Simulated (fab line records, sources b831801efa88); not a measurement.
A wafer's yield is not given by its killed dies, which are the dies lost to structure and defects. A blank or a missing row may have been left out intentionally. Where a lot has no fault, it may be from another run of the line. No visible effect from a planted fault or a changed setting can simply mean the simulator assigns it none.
Chamber matching	flow sfq-line	SFQ_TRILAYER_I6_VIA_ETCH_VIA_ETCH_172 on rie-diel-04: 4 sister chambers
The step etches SiO2 in CHF3, stops on Nb, target depth 260 nm. 15 wafers are shown with their chamber, then 7 later ones without.

WAFERS PAIRED WITH THEIR CHAMBERS
wafer	chamber	drypump-motor-current-A (A)	oes-product-au (a.u.)
L896.2	2	6.2	0.854
L896.4	1	5.7	0.853
L896.6	2	6.2	0.844
L897.1	1	5.7	0.846
L897.3	0	6.5	0.858
L897.6	0	6.6	0.845
L900.2	3	6.2	0.851
L900.5	3	6.3	0.850
L900.6	0	6.5	0.848
L905.1	1	5.7	0.852
L905.3	0	6.5	0.858
L905.6	2	6.2	0.850
L906.3	1	5.7	0.850
L906.4	2	6.2	0.850
L906.6	0	6.6	0.848

SIGNATURES (means of the wafers above)
reading	chamber 0	chamber 1	chamber 2	chamber 3	scatter within a chamber
drypump-motor-current-A	6.540	5.700	6.200	6.250	0.0393
oes-product-au	0.85140	0.85025	0.84950	0.85050	0.00459
Rule: for each reading, subtract the chamber's mean from the wafer's reading, divide by that reading's scatter and square the result; add these up over the readings and take the root, which gives the wafer's distance from the chamber. If the next closest chamber is less than 2 further off than the closest, the wafer can't be placed; otherwise it belongs to the closest. The scatter is the square root of a quotient: the sum, over the shown wafers, of each reading's squared deviation from its chamber's mean, divided by wafers minus chambers.

WAFERS WITHOUT THEIR CHAMBER
wafer	drypump-motor-current-A (A)	oes-product-au (a.u.)
L909.1	6.2	0.844
L909.3	6.5	0.859
L909.4	6.2	0.855
L913.3	5.7	0.866
L915.3	6.5	0.852
L915.4	6.3	0.855
L915.6	5.7	0.850

WHICH CHAMBER EACH ONE RAN IN
wafer	from the rows above	in truth
L909.1	can't be placed: 2 or 3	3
L909.3	0	0
L909.4	can't be placed: 2 or 3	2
L913.3	1	1
L915.3	0	0
L915.4	can't be placed: 3 or 2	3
L915.6	1	1
Correctly placed: 4 of 7. These rows do not allow placing 3 (true chamber among the candidates in 3). Placed wrongly: 0.
